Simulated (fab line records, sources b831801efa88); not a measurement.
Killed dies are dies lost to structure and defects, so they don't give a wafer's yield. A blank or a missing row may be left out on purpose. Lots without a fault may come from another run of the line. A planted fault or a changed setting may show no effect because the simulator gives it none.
Which tool did it? | flow sky130 | 15 lots, 45 wafers sampled, at 5 steps of a route of 708

WHAT THE GAUGES READ, wafer by wafer
SKY_CAP2M_RS_MEAS_03: measures by four-point-probe.
lot  | measured     | on            | CAP2M_TIN_RS (ohm/sq)
L291 | day 39 15:55 | film_metro-04 | 6.86 6.91 6.92
L292 | day 39 16:16 | film_metro-04 | 6.78 6.78 6.82
L293 | day 40 07:04 | film_metro-02 | 6.93 6.85 6.87
L294 | day 40 11:38 | film_metro-01 | 6.84 6.81 6.82
L297 | day 41 17:52 | film_metro-01 | 6.96 6.91 6.90
L299 | day 42 08:38 | film_metro-04 | 6.84 6.87 6.86
L301 | day 43 01:47 | film_metro-04 | 6.97 6.92 7.01
L298 | day 43 04:11 | film_metro-02 | 6.92 6.89 6.85
L302 | day 43 04:44 | film_metro-02 | 6.81 6.87 6.82
L303 | day 43 12:26 | film_metro-04 | 6.87 6.84 6.95
L304 | day 43 13:23 | film_metro-02 | 6.83 6.83 6.82
L309 | day 44 21:58 | film_metro-04 | 6.75 6.79 6.73
L310 | day 45 10:04 | film_metro-04 | 6.79 6.76 6.82
L311 | day 45 11:22 | film_metro-04 | 6.90 6.92 6.88
L314 | day 46 05:28 | film_metro-02 | 6.86 6.88 6.80

SKY_METAL5_RS_MEAS_05: measures by four-point-probe.
lot  | measured     | on            | METAL5_ALCU_RS (ohm/sq)
L291 | day 42 17:29 | film_metro-02 | 0.02675 0.02726 0.02701
L292 | day 42 19:34 | film_metro-04 | 0.02663 0.02685 0.02661
L293 | day 43 07:10 | film_metro-02 | 0.0272 0.0268 0.02714
L294 | day 43 14:19 | film_metro-04 | 0.02692 0.02679 0.02656
L297 | day 44 16:20 | film_metro-03 | 0.02698 0.02724 0.02705
L299 | day 45 08:49 | film_metro-03 | 0.02704 0.02719 0.02711
L301 | day 45 23:36 | film_metro-04 | 0.02645 0.02648 0.0266
L298 | day 46 01:08 | film_metro-02 | 0.027 0.02667 0.02701
L302 | day 46 02:19 | film_metro-02 | 0.02725 0.02692 0.02717
L303 | day 46 08:55 | film_metro-04 | 0.02669 0.02669 0.02656
L304 | day 46 10:34 | film_metro-04 | 0.027 0.02695 0.02709
L314 | day 48 20:00 | film_metro-02 | 0.0271 0.02719 0.02703

SKY_METAL5_THK_MEAS_06: measures by xrf.
lot  | measured     | on            | METAL5_ALCU_THK (nm)
L291 | day 42 17:36 | film_metro-02 | 1183 1163 1167
L292 | day 42 19:40 | film_metro-04 | 1183 1176 1187
L293 | day 43 07:17 | film_metro-02 | 1165 1192 1167
L294 | day 43 14:25 | film_metro-04 | 1178 1179 1184
L297 | day 44 16:27 | film_metro-03 | 1176 1172 1176
L299 | day 45 08:55 | film_metro-03 | 1175 1163 1170
L301 | day 45 23:43 | film_metro-04 | 1201 1194 1190
L298 | day 46 01:15 | film_metro-02 | 1174 1190 1180
L302 | day 46 02:25 | film_metro-02 | 1162 1179 1170
L303 | day 46 09:02 | film_metro-04 | 1180 1188 1186
L304 | day 46 10:39 | film_metro-04 | 1170 1174 1161
L314 | day 48 20:07 | film_metro-02 | 1183 1170 1173

WHICH TOOL RAN EACH LOT (tool, then ch and the chambers of the sampled wafers, then the start)
lot  | SKY_VIA4_ETCH_12                   | SKY_VIA4_STRIP_13
L291 | rie_diel-04 ch 0,1,2, day 42 15:58 | plasma_asher-03 ch 0,1, day 42 16:02
L292 | rie_diel-03 ch 0,2, day 42 17:59   | plasma_asher-02 ch 0,1, day 42 18:06
L293 | rie_diel-03 ch 1,2, day 43 05:38   | plasma_asher-02 ch 0,1, day 43 05:43
L294 | rie_diel-01 ch 1,2,3, day 43 12:43 | plasma_asher-02 ch 0,1, day 43 12:47
L297 | rie_diel-01 ch 0,1, day 44 14:46   | plasma_asher-02 ch 1, day 44 14:50
L299 | rie_diel-04 ch 0,2, day 45 06:31   | plasma_asher-03 ch 0, day 45 06:36
L301 | rie_diel-01 ch 1,2, day 45 22:04   | plasma_asher-01 ch 0,1, day 45 22:09
L298 | rie_diel-04 ch 2,3, day 45 23:37   | plasma_asher-02 ch 0,1, day 45 23:41
L302 | rie_diel-03 ch 0,1,2, day 46 00:44 | plasma_asher-02 ch 0,1, day 46 00:51
L303 | rie_diel-03 ch 0,1,3, day 46 07:23 | plasma_asher-02 ch 0,1, day 46 07:28
L304 | rie_diel-03 ch 0,1,3, day 46 08:58 | plasma_asher-03 ch 0,1, day 46 09:05
L309 | rie_diel-04 ch 0,1,2, day 47 12:52 | plasma_asher-01 ch 0,1, day 47 12:59
L310 | rie_diel-01 ch 0,2,3, day 48 01:43 | plasma_asher-02 ch 0,1, day 48 01:47
L311 | rie_diel-03 ch 1,2, day 48 02:05   | plasma_asher-01 ch 0,1, day 48 02:12
L314 | rie_diel-03 ch 0,1,2, day 48 18:26 | plasma_asher-03 ch 0,1, day 48 18:31
- SKY_VIA4_ETCH_12: etches SiO2 in C4F8/O2/Ar, stops on TiN, target depth 580 nm.
- SKY_VIA4_STRIP_13: strips in O2/N2.

WHAT THE TOOLS THEMSELVES READ (means of the sampled wafers that have a number; where no wafer has one, the mark that the record gives instead)
SKY_VIA4_ETCH_12.
lot  | tool        | bias_w (W) | chamber_pressure_mTorr (mTorr) | oes_product_au (a.u.)
L291 | rie_diel-04 | 1202       | 40.03                          | 0.926
L292 | rie_diel-03 | 1198       | 40.01                          | 0.922
L293 | rie_diel-03 | 1199       | 40.02                          | 0.922
L294 | rie_diel-01 | 1201       | 39.96                          | 0.925
L297 | rie_diel-01 | 1202       | 40.04                          | 0.928
L299 | rie_diel-04 | 1202       | 40.00                          | 0.926
L301 | rie_diel-01 | 1201       | 40.01                          | 0.922
L298 | rie_diel-04 | 1202       | 39.97                          | 0.927
L302 | rie_diel-03 | 1200       | 40.00                          | 0.929
L303 | rie_diel-03 | 1203       | 39.99                          | 0.927
L304 | rie_diel-03 | 1203       | 40.02                          | 0.924
L309 | rie_diel-04 | -          | -                              | -
L310 | rie_diel-01 | -          | -                              | -
L311 | rie_diel-03 | -          | -                              | -
L314 | rie_diel-03 | 1200       | 40.00                          | 0.918

SKY_VIA4_STRIP_13.
lot  | tool            | drypump_motor_current_A (A) | oes_product_au (a.u.) | strip_time_to_endpoint_s (s)
L291 | plasma_asher-03 | 6.2                         | 0.710                 | 12.827
L292 | plasma_asher-02 | 6.5                         | 0.710                 | 12.831
L293 | plasma_asher-02 | 6.5                         | 0.712                 | 12.808
L294 | plasma_asher-02 | 6.5                         | 0.708                 | 12.771
L297 | plasma_asher-02 | 6.4                         | 0.712                 | 12.803
L299 | plasma_asher-03 | 6.0                         | 0.714                 | 12.859
L301 | plasma_asher-01 | 5.8                         | 0.710                 | 12.800
L298 | plasma_asher-02 | 6.5                         | 0.712                 | 12.803
L302 | plasma_asher-02 | 6.5                         | 0.709                 | 12.800
L303 | plasma_asher-02 | 6.5                         | 0.711                 | 12.784
L304 | plasma_asher-03 | 6.2                         | 0.712                 | 12.813
L309 | plasma_asher-01 | 6.2                         | 0.719                 | 14.167
L310 | plasma_asher-02 | 6.5                         | 0.717                 | 14.193
L311 | plasma_asher-01 | 6.2                         | 0.716                 | 14.203
L314 | plasma_asher-03 | 6.3                         | 0.709                 | 12.793

THE ANSWER, worked out from the rows above alone
Rule: what is usual is taken from the lots themselves. Put in order of their means at a reading, lots are off if they are a third of the lots or fewer, leave a main group of 4 or more, and stand apart from it by a gap of 3 or more times the standard deviation of the main group's means; of several such gaps the widest counts. A main group whose means are all the same, to the digits that the tables above print for the reading, isn't used. A lot without any number at a reading at which 4 lots or more have one is off too. The other lots that the step has rows for count as sound. The gauges are gone through in route order, then the tools' own readings, and for those a lot's mean is taken as printed above. The first step at which some lot is off is used, and at that step the reading that is off furthest; a lot without a number counts as furthest.
Off: L309, L310, L311, at SKY_VIA4_ETCH_12 (bias_w). Without a number there: L309, L310, L311. The main group: mean 1201 W, standard deviation 1.5.
A tool fits if, at that step or a process step before it, it ran every lot that is off, and no sound lot after the first of them. None of those tried fits.

WHAT THE SIMULATOR HAD PUT IN
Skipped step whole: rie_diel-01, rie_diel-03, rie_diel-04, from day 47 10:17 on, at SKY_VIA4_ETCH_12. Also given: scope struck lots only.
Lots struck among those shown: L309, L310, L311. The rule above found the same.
